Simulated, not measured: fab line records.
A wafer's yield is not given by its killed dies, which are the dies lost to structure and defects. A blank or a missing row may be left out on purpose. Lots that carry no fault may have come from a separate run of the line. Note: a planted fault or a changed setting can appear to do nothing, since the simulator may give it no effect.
Chamber matching ; flow sfq line ; SFQ_TRILAYER_I4_CMP_CMP_100 on cmp-01 has 4 sister chambers
The step polishes SiO2. 7 wafers are shown with their chamber, then 6 later ones without.

WAFERS WITH THEIR CHAMBER
wafer;chamber;motor current A (A);time to endpoint s (s)
L746.1;2;10.7;215
L747.1;1;10.3;222
L748.4;3;10.3;219
L748.5;0;9.3;225
L748.6;3;10.7;207
L750.2;1;10.7;229
L750.4;0;9.3;233

WAFERS WITH NO CHAMBER GIVEN
wafer;motor current A (A);time to endpoint s (s)
L750.5;10.7;225
L751.1;10.6;226
L751.4;10.1;213
L751.5;11.1;216
L760.1;10.5;218
L760.5;11.0;214

WHICH CHAMBER EACH WENT THROUGH
wafer;from the rows above;in truth
L750.5;can't be placed: 1 or 2 or 3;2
L751.1;can't be placed: 1 or 2 or 3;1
L751.4;can't be placed: 3 or 1 or 2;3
L751.5;can't be placed: 2 or 3 or 1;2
L760.1;can't be placed: 3 or 2 or 1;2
L760.5;can't be placed: 2 or 3 or 1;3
Correct placement for 0 of the 6. From these rows, 6 cannot be placed; in 6 the true chamber is one of the candidates. 0 placed wrongly.
How it was worked out, from the rows above alone: a wafer's distance from a chamber is the root of the sum, over the readings, of the square of ((its reading less the chamber's mean) divided by the reading's scatter). The wafer belongs to the nearest chamber; if the next one is less than 2 further off, it can't be placed. The mean given for a chamber averages the wafers shown for that chamber. The scatter is the square root of a quotient: the sum, over the shown wafers, of each reading's squared deviation from its chamber's mean, divided by wafers minus chambers.
